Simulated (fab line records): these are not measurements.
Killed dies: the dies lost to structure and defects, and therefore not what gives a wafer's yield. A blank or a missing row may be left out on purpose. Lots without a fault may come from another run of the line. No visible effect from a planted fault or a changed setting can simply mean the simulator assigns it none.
fab line records	flow sky130
record lots=13	wafers=39	last-day=50
route steps=708 shown VT_ADJUST_LVTN@101 VIA1@460 VIA3@587 METAL4@602
lots untouched by any fault: they come from a run of this same line in which no faults occurred
start-h: the number of hours between the record's first day and the start of the first shown wafer of the lot	wait-h: how many hours have passed since the lot's step before this one	" as in the row above	L1.1+2: a single row standing in for several wafers	- no value, or no start was given	* or withheld: withheld	< > ~ a bound
route shown NAME@n: names a module that has steps shown in the file, with the first one's number in the route	usual: mean and standard deviation over wafers with no fault	same: alike in all rows	chamber/n: place in a boat	sites: the reading at each site	_std_site: their standard deviation	_edge_site: outer sites' mean less inner sites'	radius-mm: for every site, how far away it sits from the centre of the wafer	mask NAME#n: copy n	behind: the last tool/chamber to shape the wafer	hold: the reason the lot was held/the length of the hold in hours/how it ended	device: transistor that didn't switch, given as n, p or np	end of line: the same wafers' tests at the end of the route	for a step that has no rows: nothing shown but its recipe	killed: dies lost to structure and defects at the first sort, not the wafer's yield	map: a wafer's dies, marking killed ones x, the rest . and places with no die _
set.NAME: the setting that was run; set.NAME@STEP: the one run at that earlier step	model.NAME: the simulator's own value behind a step, which no gauge read
the route's steps for a sample of lots (tables are steps, rows are wafers)
services: a tool's chamber out of use, with start hour (start-h, from the record's first day; less than 0 if before it), hours out, and reason
## steps
# step SKY_VT_ADJUST_LVTN_EXPOSE_04
# recipe mask-id=NWM_COMPLEMENT_LESS_NATIVE	na=0.6	source-shape=conventional	sigma-outer=0.6	polarization=unpolarized	target-cd-nm=840	dose-mj=194
# same sigma-outer=0.6
lot.wafer	tool	chamber	start-h	wait-h	mask
L763.1+2+4	iline-stepper-02	0	134.20	-	NWM_COMPLEMENT_LESS_NATIVE#0
L764.2+4+6	iline-stepper-02	0	144.16	-	NWM_COMPLEMENT_LESS_NATIVE#0
L767.1+2+6	iline-stepper-02	0	167.20	-	NWM_COMPLEMENT_LESS_NATIVE#0
L768.1+2+5	iline-stepper-01	0	173.33	-	NWM_COMPLEMENT_LESS_NATIVE#0
L769.1+2+5	iline-stepper-01	0	179.05	-	NWM_COMPLEMENT_LESS_NATIVE#0
L770.1+2+6	iline-stepper-02	0	181.20	-	NWM_COMPLEMENT_LESS_NATIVE#0
L771.2+3+5	iline-stepper-02	0	187.14	-	NWM_COMPLEMENT_LESS_NATIVE#0
L772.1+4+6	iline-stepper-01	0	195.27	-	NWM_COMPLEMENT_LESS_NATIVE#0
L774.1+3+4	iline-stepper-02	0	212.12	-	NWM_COMPLEMENT_LESS_NATIVE#0
L776.1+4+5	iline-stepper-01	0	226.27	-	HVN_STD_DERIVED#0
L779.1+5+6	iline-stepper-01	0	239.99	-	NWM_COMPLEMENT_LESS_NATIVE#0
L781.1+3+6	iline-stepper-01	0	255.05	-	NWM_COMPLEMENT_LESS_NATIVE#0
L785.2+4+6	iline-stepper-02	0	280.07	-	NWM_COMPLEMENT_LESS_NATIVE#0
# step SKY_VT_ADJUST_LVTN_OVL_MEAS_07
# usual VT_ADJUST_LVTN_OVL=0.6/1.4
lot.wafer	tool	chamber	start-h	wait-h	VT_ADJUST_LVTN_OVL[nm]
L763.1	overlay-02	-	143.19	-	0.8
L763.2	"	-	"	"	1.1
L763.4	"	-	"	"	0.4
L764.2	overlay-01	-	153.66	-	-0.4
L764.4	"	-	"	"	-0.7
L764.6	"	-	"	"	-1.3
L767.1	overlay-01	-	177.14	-	-2.0
L767.2	"	-	"	"	-2.3
L767.6	"	-	"	"	-3.9
L768.1	overlay-01	-	184.07	-	-0.1
L768.2	"	-	"	"	1.4
L768.5	"	-	"	"	2.0
L769.1	overlay-02	-	189.12	-	2.8
L769.2	"	-	"	"	1.4
L769.5	"	-	"	"	-0.1
L770.1	overlay-02	-	191.57	-	1.2
L770.2	"	-	"	"	3.0
L770.6	"	-	"	"	0.1
L771.2	overlay-01	-	197.88	-	1.2
L771.3	"	-	"	"	2.2
L771.5	"	-	"	"	0.7
L772.1	overlay-01	-	205.98	-	-0.2
L772.4	"	-	"	"	2.3
L772.6	"	-	"	"	1.8
L774.1	overlay-01	-	223.15	-	1.8
L774.3	"	-	"	"	0.0
L774.4	"	-	"	"	-0.3
L776.1	overlay-01	-	237.24	-	-
L776.4	"	-	"	"	-
L776.5	"	-	"	"	-
L779.1	overlay-02	-	251.42	-	1.6
L779.5	"	-	"	"	1.2
L779.6	"	-	"	"	1.7
L781.1	overlay-01	-	267.00	-	0.4
L781.3	"	-	"	"	2.7
L781.6	"	-	"	"	1.5
L785.2	overlay-02	-	292.68	-	-1.9
L785.4	"	-	"	"	0.1
L785.6	"	-	"	"	-0.1
# step SKY_VT_ADJUST_LVTN_TW_MEAS_10
# usual VT_ADJUST_LVTN_TW=242.9/1.6
lot.wafer	tool	chamber	start-h	wait-h	VT_ADJUST_LVTN_TW
L763.1	film-metro-04	-	143.48	0.1	240.6
L763.2	"	-	"	"	240.5
L763.4	"	-	"	"	240.7
L764.2	film-metro-01	-	153.95	0.1	242.5
L764.4	"	-	"	"	242.6
L764.6	"	-	"	"	241.0
L767.1	film-metro-01	-	177.43	0.1	242.8
L767.2	"	-	"	"	243.4
L767.6	"	-	"	"	243.4
L768.1	film-metro-01	-	184.36	0.1	243.9
L768.2	"	-	"	"	244.6
L768.5	"	-	"	"	243.5
L769.1	film-metro-03	-	189.41	0.1	245.4
L769.2	"	-	"	"	246.3
L769.5	"	-	"	"	245.3
L770.1	film-metro-01	-	191.86	0.1	243.8
L770.2	"	-	"	"	244.1
L770.6	"	-	"	"	243.5
L771.2	film-metro-01	-	198.17	0.1	240.8
L771.3	"	-	"	"	241.4
L771.5	"	-	"	"	242.8
L772.1	film-metro-03	-	206.27	0.1	241.4
L772.4	"	-	"	"	239.4
L772.6	"	-	"	"	238.7
L774.1	film-metro-04	-	223.44	0.1	240.6
L774.3	"	-	"	"	242.0
L774.4	"	-	"	"	243.6
L776.1	film-metro-01	-	237.53	0.1	30.2
L776.4	"	-	"	"	30.0
L776.5	"	-	"	"	30.1
L779.1	film-metro-01	-	251.71	0.1	242.4
L779.5	"	-	"	"	243.6
L779.6	"	-	"	"	242.7
L781.1	film-metro-03	-	267.29	0.1	243.8
L781.3	"	-	"	"	242.9
L781.6	"	-	"	"	242.4
L785.2	film-metro-04	-	292.97	0.1	243.1
L785.4	"	-	"	"	241.8
L785.6	"	-	"	"	240.8
# step SKY_VT_ADJUST_LVTN_TW_MEAS_21
# usual VT_ADJUST_LVTN_2_TW=188.8/0.86
lot.wafer	tool	chamber	start-h	wait-h	VT_ADJUST_LVTN_2_TW
L763.1	film-metro-01	-	163.39	0.1	188.1
L763.2	"	-	"	"	188.8
L763.4	"	-	"	"	188.9
L764.2	film-metro-04	-	173.92	0.1	187.1
L764.4	"	-	"	"	187.3
L764.6	"	-	"	"	187.6
L767.1	film-metro-01	-	198.49	0.1	187.9
L767.2	"	-	"	"	188.7
L767.6	"	-	"	"	188.4
L768.1	film-metro-04	-	205.68	0.1	188.7
L768.2	"	-	"	"	188.4
L768.5	"	-	"	"	187.9
L769.1	film-metro-01	-	210.79	0.1	188.5
L769.2	"	-	"	"	188.9
L769.5	"	-	"	"	189.3
L770.1	film-metro-01	-	213.39	0.1	189.2
L770.2	"	-	"	"	188.2
L770.6	"	-	"	"	188.5
L771.2	film-metro-03	-	219.70	0.1	188.4
L771.3	"	-	"	"	188.5
L771.5	"	-	"	"	189.1
L772.1	film-metro-03	-	229.23	0.1	188.8
L772.4	"	-	"	"	188.9
L772.6	"	-	"	"	188.8
L774.1	film-metro-04	-	246.63	0.1	190.2
L774.3	"	-	"	"	189.8
L774.4	"	-	"	"	189.4
L776.1	film-metro-01	-	260.69	0.1	268.4
L776.4	"	-	"	"	268.0
L776.5	"	-	"	"	268.4
L779.1	film-metro-01	-	274.98	0.1	189.0
L779.5	"	-	"	"	188.8
L779.6	"	-	"	"	189.0
L781.1	film-metro-04	-	291.99	0.1	187.9
L781.3	"	-	"	"	188.7
L781.6	"	-	"	"	189.0
L785.2	film-metro-03	-	319.02	0.1	190.0
L785.4	"	-	"	"	190.7
L785.6	"	-	"	"	191.2
# step SKY_VIA1_CMP_02
# recipe material=SiO2	down-force-psi=4	platen-rpm=60	pad-velocity-m-s=0.94248
# usual edge-zone-pressure-frac=1.000/0.0049	motor-current-A=12.6/1	retaining-ring-pressure-frac=1.001/0.0055
lot.wafer	tool	chamber	start-h	wait-h	edge-zone-pressure-frac	motor-current-A	retaining-ring-pressure-frac
L763.1	cmp-01	3	769.03	0.1	1.000	12.8	1.007
L763.2	"	0	"	"	1.001	13.1	1.000
L763.4	"	1	"	"	0.996	13.0	0.987
L764.4	cmp-01	1	779.96	0.1	1.005	13.2	1.010
L764.2	"	2	"	"	1.004	12.9	0.996
L764.6	"	1	"	"	1.001	14.1	1.000
L767.1	cmp-02	2	812.27	0.1	0.998	10.0	0.996
L767.2	"	3	"	"	0.998	11.6	1.000
L767.6	"	1	"	"	0.999	12.3	1.003
L768.1	cmp-01	2	815.09	0.1	0.992	12.8	0.997
L768.2	"	3	"	"	0.996	12.7	0.999
L768.5	"	3	"	"	1.007	13.0	0.999
L769.2	cmp-01	2	826.50	0.1	0.995	13.7	0.996
L769.1	"	3	"	"	0.996	13.0	0.987
L769.5	"	0	"	"	1.000	12.5	0.995
L770.1	cmp-01	3	831.25	0.1	0.997	13.0	1.011
L770.2	"	0	"	"	0.999	13.0	1.004
L770.6	"	3	"	"	0.999	13.9	1.012
L771.3	cmp-01	0	837.50	0.0	0.998	12.8	1.003
L771.2	"	3	"	"	1.006	12.7	0.999
L771.5	"	0	"	"	0.998	12.0	1.000
L772.1	cmp-02	3	843.86	0.1	1.005	12.7	1.004
L772.4	"	0	"	"	0.995	11.1	1.003
L772.6	"	3	"	"	1.003	11.9	1.006
L774.3	cmp-01	3	861.24	0.0	0.995	13.7	0.994
L774.1	"	0	"	"	1.004	13.5	0.997
L774.4	"	1	"	"	1.005	13.1	1.000
L776.1	cmp-02	1	875.75	0.1	1.007	11.7	0.996
L776.4	"	3	"	"	1.002	11.7	0.998
L776.5	"	2	"	"	1.000	10.6	0.997
L779.1	cmp-01	1	896.67	0.1	1.002	13.6	1.002
L779.6	"	3	"	"	0.997	12.8	1.010
L779.5	"	0	"	"	0.997	12.8	1.004
L781.1	cmp-01	0	911.26	0.1	0.991	12.6	1.008
L781.3	"	1	"	"	0.999	13.5	1.003
L781.6	"	0	"	"	1.000	12.1	1.004
L785.2	cmp-02	2	937.61	0.1	1.004	11.0	1.007
L785.4	"	3	"	"	0.998	11.4	0.990
L785.6	"	2	"	"	1.007	10.3	0.997
# step SKY_VIA3_ETCH_14
# recipe chemistry=N2/H2	target=BARC	ion-energy-ev=200	source-w=500	bias-w=100	pressure-mtorr=30	n2-flow-sccm=100	h2-flow-sccm=200	stop-on=SiO2	time-s=45.9	target-depth-a=600
# usual chamber-pressure-mTorr=30.000/0.027	drypump-motor-current-A=6.0/0.37	oes-product-au=0.855/0.0046	throttle-valve-pct=13.225/0.0091
lot.wafer	tool	chamber	start-h	wait-h	chamber-pressure-mTorr	drypump-motor-current-A	oes-product-au	rf-hours-counter-h	throttle-valve-pct
L763.1	rie-diel-02	0	932.00	0.0	30.015	6.1	0.853	5	13.222
L763.2	"	2	"	"	30.016	6.0	0.855	16	13.231
L763.4	"	0	"	"	30.027	6.1	0.856	-	13.232
L764.2	rie-diel-02	3	942.08	0.0	29.994	5.6	0.847	13	13.233
L764.4	"	2	"	"	29.994	6.1	0.854	16	13.227
L764.6	"	0	"	"	29.988	6.2	0.854	-	13.240
L767.1	rie-diel-04	2	971.43	0.0	29.991	6.0	0.855	15	13.235
L767.2	"	3	"	"	29.979	6.8	0.851	21	13.245
L767.6	"	2	"	"	30.028	6.0	0.852	-	13.239
L768.1	rie-diel-01	1	973.60	0.0	29.980	5.8	0.857	9	13.232
L768.2	"	3	"	"	29.963	5.4	0.851	10	13.227
L768.5	"	2	"	"	29.951	6.1	0.862	-	13.216
L769.1	rie-diel-04	1	985.40	0.0	30.020	6.0	0.846	17	13.205
L769.2	"	0	"	"	29.980	6.3	0.851	13	13.218
L769.5	"	2	"	"	30.019	6.0	0.850	-	13.220
L770.1	rie-diel-04	2	989.60	0.0	30.054	6.0	0.860	15	13.221
L770.2	"	1	"	"	29.997	6.0	0.858	17	13.221
L770.6	"	0	"	"	29.987	6.2	0.854	-	13.223
L771.2	rie-diel-02	2	994.93	0.0	29.977	6.1	0.856	18	13.233
L771.3	"	0	"	"	30.000	6.2	0.863	8	13.211
L771.5	"	3	"	"	30.000	5.6	0.855	-	13.215
L772.1	rie-diel-04	2	1000.05	0.0	29.993	6.0	0.865	16	13.211
L772.4	"	3	"	"	29.989	6.8	0.856	22	13.220
L772.6	"	2	"	"	29.985	6.0	0.855	-	13.234
L774.1	rie-diel-02	1	1013.08	0.0	30.015	5.3	0.850	14	13.234
L774.3	"	2	"	"	29.989	6.1	0.848	18	13.221
L774.4	"	0	"	"	30.017	6.2	0.850	9	13.219
L776.1	rie-diel-02	3	1028.45	0.0	30.016	5.6	0.854	16	13.218
L776.4	"	0	"	"	30.039	6.2	0.854	9	13.218
L776.5	"	3	"	"	29.975	5.6	0.859	-	13.220
L779.1	rie-diel-01	3	1048.93	0.0	29.992	5.4	0.853	13	13.215
L779.5	"	3	"	"	29.958	5.4	0.850	-	13.231
L779.6	"	0	"	"	29.991	5.9	0.854	-	13.216
L781.1	rie-diel-04	0	1059.55	0.0	29.985	6.3	0.855	15	13.223
L781.3	"	2	"	"	29.979	6.0	0.859	18	13.233
L781.6	"	1	"	"	30.038	6.0	0.855	-	13.236
L785.2	rie-diel-04	3	1080.90	0.0	30.008	6.8	0.858	24	13.228
L785.4	"	2	"	"	30.004	6.0	0.852	18	13.233
L785.6	"	0	"	"	29.958	6.3	0.856	-	13.222
# step SKY_METAL4_SPUTTER_04
# recipe material=TiN	target-thk-nm=70	power-w=6500	time-s=58.3	chamber-pressure-pa=0.4
# usual throttle-valve-pct=29.8/0.59
lot.wafer	tool	chamber	start-h	wait-h	throttle-valve-pct
L763.1	pvd-sputter-03	-	933.77	0.0	29.1
L763.2	"	-	"	"	30.0
L763.4	"	-	"	"	29.9
L764.2	pvd-sputter-03	-	943.55	0.0	29.6
L764.4	"	-	"	"	29.0
L764.6	"	-	"	"	29.6
L767.1	pvd-sputter-03	-	972.89	0.0	30.1
L767.2	"	-	"	"	29.1
L767.6	"	-	"	"	29.2
L768.1	pvd-sputter-01	-	975.07	0.0	30.5
L768.2	"	-	"	"	30.5
L768.5	"	-	"	"	29.3
L769.1	pvd-sputter-02	-	986.86	0.0	29.5
L769.2	"	-	"	"	30.9
L769.5	"	-	"	"	29.9
L770.1	pvd-sputter-02	-	991.08	0.0	29.8
L770.2	"	-	"	"	29.3
L770.6	"	-	"	"	29.8
L771.2	pvd-sputter-03	-	996.40	0.0	29.4
L771.3	"	-	"	"	29.6
L771.5	"	-	"	"	29.7
L772.1	pvd-sputter-03	-	1002.34	0.0	28.9
L772.4	"	-	"	"	29.3
L772.6	"	-	"	"	29.3
L774.1	pvd-sputter-03	-	1014.56	0.0	30.3
L774.3	"	-	"	"	29.1
L774.4	"	-	"	"	29.8
L776.1	pvd-sputter-03	-	1029.91	0.0	29.7
L776.4	"	-	"	"	29.2
L776.5	"	-	"	"	29.6
L779.1	pvd-sputter-02	-	1050.46	0.0	30.0
L779.5	"	-	"	"	30.8
L779.6	"	-	"	"	29.6
L781.1	pvd-sputter-03	-	1061.05	0.0	29.0
L781.3	"	-	"	"	30.0
L781.6	"	-	"	"	29.0
L785.2	pvd-sputter-03	-	1082.37	0.0	29.2
L785.4	"	-	"	"	29.7
L785.6	"	-	"	"	29.5
## services
tool	chamber	start-h	hours	kind
pvd-sputter-03	-	117.43	2.3	repair
cmp-01	-	127.94	6.2	repair
cmp-01	-	130.82	1.0	repair
cmp-01	-	134.17	3.8	pm
pvd-sputter-03	-	149.17	2.6	repair
cmp-01	-	151.77	3.9	pm
pvd-sputter-03	-	200.54	1.9	repair
cmp-01	-	203.68	1.7	repair
cmp-01	-	232.00	4.0	pm
cmp-01	-	243.04	1.4	repair
pvd-sputter-03	-	361.07	2.7	repair
cmp-01	-	423.96	0.3	repair
cmp-01	-	467.90	0.8	repair
pvd-sputter-03	-	472.61	9.7	repair
cmp-01	-	502.37	4.5	pm
cmp-01	-	545.28	1.3	repair
cmp-01	-	572.00	4.0	pm
pvd-sputter-03	-	609.10	3.2	repair
pvd-sputter-03	-	609.80	9.2	repair
cmp-01	-	610.99	4.3	repair
cmp-01	-	626.03	20.9	pm
cmp-01	-	727.88	1.6	repair
cmp-01	-	807.81	5.0	pm
cmp-01	-	813.17	1.7	repair
## key
first-sign step=SKY_VT_ADJUST_LVTN_EXPOSE_04	reading=mask	direction=changed
effect step=SKY_VT_ADJUST_LVTN_OVL_MEAS_07	reading=VT_ADJUST_LVTN_OVL	direction=missing
effect step=SKY_VT_ADJUST_LVTN_TW_MEAS_10	reading=VT_ADJUST_LVTN_TW	direction=down	sigmas=99+	usual=242.9	struck=30.1
effect step=SKY_VT_ADJUST_LVTN_TW_MEAS_21	reading=VT_ADJUST_LVTN_2_TW	direction=up	sigmas=92	usual=188.8	struck=268.3
met-at SKY_VT_ADJUST_LVTN_EXPOSE_04
struck-lots L776
sort-left-out L776.1,L776.4,L776.5
tester-left-out L776
not-acting-at SKY_VIA1_CMP_02,SKY_VIA3_ETCH_14,SKY_METAL4_SPUTTER_04
onset-between 195.27 226.27
fault kind=wrong-mask	tool=any	chamber=-	onset-h=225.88	steps=SKY_VT_ADJUST_LVTN_EXPOSE_04	aux-copy=HVN_STD_DERIVED#0	scope=struck-lots-only
# tester-left-out: of these lots the tester's yield and bins aren't shown, on N5 and GAA mostly nor the transistor test; their killed dies are dies lost to structure and defects alone, not to doping, threshold or leakage, so they don't give the yield
# sort-left-out: the simulated sort isn't trusted on such a fault, so these wafers' sort isn't shown, and their yield isn't known
